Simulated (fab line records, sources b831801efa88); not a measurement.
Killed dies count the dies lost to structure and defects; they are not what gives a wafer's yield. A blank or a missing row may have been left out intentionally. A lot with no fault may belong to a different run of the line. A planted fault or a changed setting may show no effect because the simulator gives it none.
A lot that was struck, set against a sound lot + flow sky130 + 30 steps out of a route of 708
Sound: the wafers L695.4, L695.5, L695.6. Wafers struck: L685.2, L685.5, L685.6. The cause comes at the end.
Per side, at each step with rows, come the tool, then ch with its chambers, and then its first start. Under that, the readings that differ: sound wafers + struck wafers + difference of the means + sigmas: that difference in standard deviations of wafers without a fault.
alike: same words and numbers on both sides, and readings whose means sit less than 2 such deviations apart. not compared: any withheld reading, any reading some wafer has no value for, any bound like >300 that may hide the same value, and any number with overlapping values for which the record gives no deviation.
Wherever a step has rows on one side only, a row that says differs or no value, or a row with sigmas, the two part there. Numbers that have no deviation but don't overlap get no sigmas and don't part them. A reading that every wafer of one side lacks parts them only if that side has two wafers or more.

first, 5 steps without rows for these wafers: SKY_SONOS_ONO_COAT_08 (resist thk 1140 nm); SKY_SONOS_ONO_SOFTBAKE_09 (time 60 s); SKY_SONOS_ONO_EXPOSE_10 (exposes mask ONOM, target cd 410 nm); SKY_SONOS_ONO_PEB_11; SKY_SONOS_ONO_DEVELOP_12 (develop time 60 s).
SKY_SONOS_ONO_CD_MEAS_13 targets a cd of 410 nm.
  sound on cd-sem-02 at day 18 08:41; struck on cd-sem-01 at day 14 23:38
  alike: cd-nm
SKY_SONOS_ONO_OVL_MEAS_14:
  sound on overlay-02 at day 18 08:46; struck on overlay-01 at day 14 23:44
| reading            | sound          | struck      | difference | sigmas |
|--------------------|----------------|-------------|------------|--------|
| SONOS_ONO_OVL (nm) | -1.3 -1.4 -2.9 | 1.2 1.2 2.2 | +3.4       | +3     |
SKY_SONOS_ONO_ETCH_15: etches the open film in CHF3/O2, target depth 19.52 nm, time 7.8 s.
  sound on rie-diel-02 ch 0,1,3, day 18 08:48; struck on rie-diel-02 ch 0,2,3, day 14 23:46
  alike: drypump-motor-current-A, oes-product-au, throttle-valve-pct
  not compared: rf-hours-counter-h
then, 1 step without rows for these wafers: SKY_SONOS_ONO_WET_ETCH_16 (etches SiO2 in dHF, target depth 14 nm, time 280 s).
SKY_SONOS_ONO_STRIP_17: strips in O2/N2.
  sound on plasma-asher-01 ch 0,1, day 18 08:56; struck on plasma-asher-01 ch 0,1, day 14 23:53
  alike: drypump-motor-current-A, n2-flow-sccm, oes-product-au, strip-time-to-endpoint-s
  not compared: rf-hours-counter-h
then, 2 steps without rows for these wafers: SKY_SONOS_ONO_WET_ETCH_18 (etches Si3N4 in H3PO4, target depth 15 nm, time 172 s); SKY_GATE_OXIDE_CLEAN_00 (cleans in SC1/SC2, time 150 s).
SKY_GATE_OXIDE_OXIDATION_01: stabilise 600 s, purge 300 s, target thk 10.268 nm.
  sound on furnace-02 ch 0, day 18 09:06; struck on furnace-01 ch 0, day 15 00:05
| reading                                           | sound             | struck           | difference | sigmas |
|---------------------------------------------------|-------------------|------------------|------------|--------|
| model.SiO2_of_GATE_OXIDE_OXIDATION_01.thk-nm (nm) | 10.33 10.28 10.37 | 7.314 7.43 7.383 | -2.951     |        |
  alike: spike-tc-upper-C
SKY_GATE_OXIDE_THK_MEAS_02:
  sound on film-metro-01 at day 18 10:32; struck on film-metro-04 at day 15 01:30
| reading                          | sound             | struck         | difference | sigmas |
|----------------------------------|-------------------|----------------|------------|--------|
| GATE_OXIDE_OXIDATION_00_THK (nm) | 10.35 10.29 10.31 | 7.29 7.43 7.39 | -2.95      | -17    |
then, 7 steps without rows for these wafers: SKY_GATE_OXIDE_DEHYDRATE_03 (time 60 s); SKY_GATE_OXIDE_HMDS_04 (prime time 60 s); SKY_GATE_OXIDE_COAT_05 (resist thk 1140 nm); SKY_GATE_OXIDE_SOFTBAKE_06 (time 60 s); SKY_GATE_OXIDE_EXPOSE_07 (exposes mask LVOM, target cd 600 nm); SKY_GATE_OXIDE_PEB_08; SKY_GATE_OXIDE_DEVELOP_09 (develop time 60 s).
SKY_GATE_OXIDE_OVL_MEAS_10:
  sound on overlay-02 at day 19 17:30; struck on overlay-01 at day 16 04:55
  alike: GATE_OXIDE_OVL
then, 2 steps without rows for these wafers: SKY_GATE_OXIDE_IMPLANT_11; SKY_GATE_OXIDE_WET_ETCH_12 (etches SiO2 in dHF, target depth 16.8 nm, time 336 s).
SKY_GATE_OXIDE_STRIP_13: strips in O2/N2.
  sound on plasma-asher-03 ch 0,1, day 19 17:48; struck on plasma-asher-02 ch 0,1, day 16 05:12
  alike: drypump-motor-current-A, n2-flow-sccm, oes-product-au, strip-time-to-endpoint-s
  not compared: rf-hours-counter-h
SKY_GATE_OXIDE_TW_MEAS_14:
  sound on film-metro-04 at day 19 17:54; struck on film-metro-01 at day 16 05:19
| reading       | sound       | struck      | difference | sigmas |
|---------------|-------------|-------------|------------|--------|
| GATE_OXIDE_TW | 231 231 230 | 221 221 220 | -10        | -2     |
then, 1 step without rows for these wafers: SKY_GATE_OXIDE_CLEAN_15 (cleans in SC1/SC2, time 150 s).
SKY_GATE_OXIDE_OXIDATION_16: stabilise 600 s, purge 300 s, target thk 3.57 nm.
  sound on furnace-01 ch 0, day 19 19:31; struck on furnace-02 ch 0, day 16 06:27
| reading                                           | sound             | struck            | difference | sigmas |
|---------------------------------------------------|-------------------|-------------------|------------|--------|
| spike-tc-upper-C (C)                              | 799.7 799.7 799.1 | 796.8 794.7 798.1 | -3.0       | -2     |
| model.SiO2_of_GATE_OXIDE_OXIDATION_01.thk-nm (nm) | 11.68 11.63 11.72 | 8.909 9.019 9.011 | -2.697     |        |
then, 1 step without rows for these wafers: SKY_POLY_GATE_CVD_00 (deposits poly-Si, target thk 180 nm, time 720 s).
-- record jumps: 31 days separate the struck wafers' starts on either side; left off in module POLY_GATE, taken up again in module PAD_OPEN, whose first shown step is the route's number 708 --
SKY_PAD_OPEN_PROBE_99:
  sound on prober-01 at day 49 16:40; struck on prober-01 at day 47 10:27
| reading                                | sound                         | struck                        | difference | sigmas |
|----------------------------------------|-------------------------------|-------------------------------|------------|--------|
| model.etest.nfet_16v.r-on-ohm-um       | 1.426e+04 1.414e+04 1.42e+04  | 1.276e+04 1.278e+04 1.267e+04 | -1.463e+03 |        |
| model.etest.pfet_16v.r-on-ohm-um       | 1.503e+04 1.499e+04 1.532e+04 | 1.467e+04 1.466e+04 1.466e+04 | -4.500e+02 |        |
| model.etest.pfet-g5v0d10v5.r-on-ohm-um | 4696 4681 4730                | 4178 4208 4133                | -529       |        |
| model.etest.tip-sonos.rs-ohm-sq        | 2691 2672 2676                | 2194 2239 2215                | -464       |        |
| model.etest.nfet-g5v0d10v5.r-on-ohm-um | 1879 1862 1852                | 1630 1659 1632                | -224       |        |
| model.etest.nfet-g5v0d10v5.drive-ua-um | 607.7 605.1 606.7             | 778.3 764.3 773.9             | +165.7     |        |
| model.etest.nfet_05v0_nvt.drive-ua-um  | 578.1 583.5 576.1             | 712.5 708.4 715.2             | +132.8     |        |
| model.etest.tip-p.rs-ohm-sq            | 6935 6938 6938                | 6738 6812 6772                | -163       |        |
  alike: killed_at_M0_to_M3, killed_at_M4_up, killed-at-contacts, killed-at-front-end, killed-at-other, killed-dies, killed-open, killed-short

== WHERE THEY PART ==
Earliest at SKY_SONOS_ONO_OVL_MEAS_14; latest, in this record, at SKY_GATE_OXIDE_OXIDATION_16. Later steps at which nothing parts them and some readings are alike: SKY_PAD_OPEN_PROBE_99.

WHY: the cause the simulator had injected
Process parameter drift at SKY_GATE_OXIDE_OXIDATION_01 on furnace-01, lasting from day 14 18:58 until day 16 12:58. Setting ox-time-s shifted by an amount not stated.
